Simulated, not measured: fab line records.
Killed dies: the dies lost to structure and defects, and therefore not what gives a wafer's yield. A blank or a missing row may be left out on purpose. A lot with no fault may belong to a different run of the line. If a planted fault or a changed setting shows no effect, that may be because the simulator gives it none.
A lot that was struck, set against a sound lot / flow sky130 / 35 out of 708 route steps
Sound: wafers L419.3, L419.4, L419.5. Struck: wafer L422.5. (L422.6 of the same lot was not struck and is left out.) The cause comes at the end.
Per side, at each step with rows, come the tool, then ch with its chambers, and then its first start. Under that, the readings that differ: sound wafers / struck wafers / difference of the means / sigmas: that difference in standard deviations of wafers without a fault.
alike: a reading whose means differ by less than 2 such deviations, as well as words and numbers matching on both sides. not compared: withheld readings; readings where some wafer has no value; bounds like >300 that might hide an equal value; numbers whose values overlap and for which the record gives no deviation.
Wherever a step has rows on one side only, a row that says differs or no value, or a row with sigmas, the two part there. Numbers that have no deviation but don't overlap get no sigmas and don't part them. A reading missing from all wafers of one side parts the sides only when that side holds two or more wafers.

first, 4 steps without rows for these wafers: SKY_METAL5_SOFTBAKE_10 (time 60 s); SKY_METAL5_EXPOSE_11 (exposes mask MM5, target cd 1600 nm); SKY_METAL5_PEB_12; SKY_METAL5_DEVELOP_13 (develop time 60 s).
SKY_METAL5_DESCUM_14: chemistry O2, time 11 s.
  sound on rie-metal-02 ch 0,1, day 45 12:46; struck on rie-metal-01 ch 0, day 46 09:40
  alike: drypump-motor-current-A, oes-product-au
  not compared: rf-hours-counter-h
then, 1 step without rows for these wafers: SKY_METAL5_METAL_ETCH_15 (etches the open film in Cl2/BCl3, stops on SiO2, target depth 1260 nm, time 252 s).
SKY_METAL5_STRIP_16: strips in O2/N2.
  sound on plasma-asher-01 ch 0,1, day 45 13:03; struck on plasma-asher-03 ch 1, day 46 09:59
  alike: drypump-motor-current-A, n2-flow-sccm, oes-product-au, strip-time-to-endpoint-s
  not compared: rf-hours-counter-h
then, 3 steps without rows for these wafers: SKY_METAL5_STRIP_17 (strips in post etch residue remover, time 1200 s); SKY_METAL5_CLEAN_18 (cleans in IPA, time 180 s); SKY_METAL5_CLEAN_19 (cleans in O3/DIW).
SKY_PASSIVATION_CVD_00: deposits SiO2, target thk 90 nm.
  sound on pecvd-03 ch 0,1,2, day 45 13:39; struck on pecvd-01 ch 0, day 46 10:33
  alike: heater-power-w
SKY_PASSIVATION_THK_MEAS_01:
  sound on film-metro-02, day 45 13:41; struck on film-metro-03, day 46 10:36
  alike: PASSIVATION_CVD_00_THK
SKY_PASSIVATION_CVD_02: deposits Si3N4, target thk 540 nm.
  sound on pecvd-02 ch 0,1, day 45 13:44; struck on pecvd-02 ch 2, day 46 10:44
reading=model.Si3N4_of_PASSIVATION_CVD_02.thk-nm (nm); sound=542.9 545.7 551.9; struck=568.5; difference=+21.7; sigmas=
  alike: heater-power-w
SKY_PASSIVATION_THK_MEAS_03:
  sound on film-metro-01, day 45 13:58; struck on film-metro-03, day 46 10:53
reading=PASSIVATION_CVD_02_THK (nm); sound=543 546 552; struck=568; difference=+21; sigmas=+3
then, 7 steps without rows for these wafers: SKY_PASSIVATION_DEHYDRATE_04 (time 60 s); SKY_PASSIVATION_HMDS_05 (prime time 60 s); SKY_PASSIVATION_COAT_06 (resist thk 3000 nm); SKY_PASSIVATION_SOFTBAKE_07; SKY_PASSIVATION_EXPOSE_08 (exposes mask NSM, target cd 3000 nm); SKY_PASSIVATION_PEB_09; SKY_PASSIVATION_DEVELOP_10 (develop time 60 s).
SKY_PASSIVATION_ETCH_11: etches the open film in CF4/O2, stops on AlCu, target depth 725 nm, time 161.1 s.
  sound on rie-diel-04 ch 0,2, day 46 10:57; struck on rie-diel-02 ch 1, day 47 07:31
reading=model.PASSIVATION.feature-depth-nm (nm); sound=704.3 711.1 715.8; struck=719.7; difference=+9.3; sigmas=
reading=model.etch.depth-nm (nm); sound=704.3 711.1 715.8; struck=719.7; difference=+9.3; sigmas=
  alike: drypump-motor-current-A, oes-product-au, throttle-valve-pct
  not compared: rf-hours-counter-h
SKY_PASSIVATION_STRIP_12: strips in O2/N2.
  sound on plasma-asher-01 ch 0,1, day 46 11:05; struck on plasma-asher-02 ch 0, day 47 07:38
  alike: drypump-motor-current-A, n2-flow-sccm, oes-product-au, strip-time-to-endpoint-s
  not compared: rf-hours-counter-h
then, 7 steps without rows for these wafers: SKY_PAD_OPEN_DEHYDRATE_00 (time 60 s); SKY_PAD_OPEN_HMDS_01 (prime time 60 s); SKY_PAD_OPEN_COAT_02 (resist thk 3000 nm); SKY_PAD_OPEN_SOFTBAKE_03; SKY_PAD_OPEN_EXPOSE_04 (exposes mask PDM, target cd 60000 nm); SKY_PAD_OPEN_PEB_05; SKY_PAD_OPEN_DEVELOP_06 (develop time 60 s).
SKY_PAD_OPEN_ETCH_07: etches the open film in CF4/O2, stops on AlCu, target depth 725 nm, time 161.1 s.
  sound on rie-diel-04 ch 0,1,2, day 47 08:10; struck on rie-diel-04 ch 1, day 48 03:34
reading=throttle-valve-pct (%); sound=5.962 5.972 5.966; struck=5.990; difference=+0.023; sigmas=+2
reading=model.etch.depth-nm (nm); sound=708.4 711.1 716.1; struck=729.1; difference=+17.2; sigmas=
reading=model.PAD_OPEN.feature-depth-nm (nm); sound=708.4 711.1 716.1; struck=729.1; difference=+17.2; sigmas=
  alike: drypump-motor-current-A, oes-product-au
  not compared: rf-hours-counter-h
SKY_PAD_OPEN_STRIP_08: strips in O2/N2.
  sound on plasma-asher-01 ch 0,1, day 47 08:18; struck on plasma-asher-02 ch 1, day 48 03:41
  alike: drypump-motor-current-A, n2-flow-sccm, oes-product-au
  not compared: rf-hours-counter-h
SKY_PAD_OPEN_STRIP_09: strips in post etch residue remover, time 1200 s.
  sound on wet-bench-02 ch 3, day 47 08:22; struck on wet-bench-01 ch 0, day 48 03:43
reading=model.Si3N4_of_PASSIVATION_CVD_02.thk-nm (nm); sound=542.5 545.4 551.5; struck=568.1; difference=+21.6; sigmas=
  alike: bath-guard-temp-C
then, 1 step without rows for these wafers: SKY_PAD_OPEN_CLEAN_10 (cleans in IPA, time 180 s).
SKY_PAD_OPEN_PROBE_99:
  sound on prober-02, day 47 10:35; struck on prober-02, day 48 06:02
reading=killed_at_M0_to_M3; sound=43 49 52; struck=29; difference=-19; sigmas=-3
reading=killed_at_M4_up; sound=4 0 1; struck=6; difference=+4; sigmas=+2
reading=killed-at-other; sound=0 2 2; struck=0; difference=-1; sigmas=-2
  alike: defect-limited-yield, killed-at-contacts, killed-at-front-end, killed-dies, killed-open, killed-short, sort_bin_3_pad_short, sort_bin_5_function, sort_bin_6_memory, sort-n-pass, sort-yield-pct

## WHERE THEY PART
First at SKY_PASSIVATION_THK_MEAS_03; last, within this record, at SKY_PAD_OPEN_PROBE_99.

WHY: what the simulator had put in
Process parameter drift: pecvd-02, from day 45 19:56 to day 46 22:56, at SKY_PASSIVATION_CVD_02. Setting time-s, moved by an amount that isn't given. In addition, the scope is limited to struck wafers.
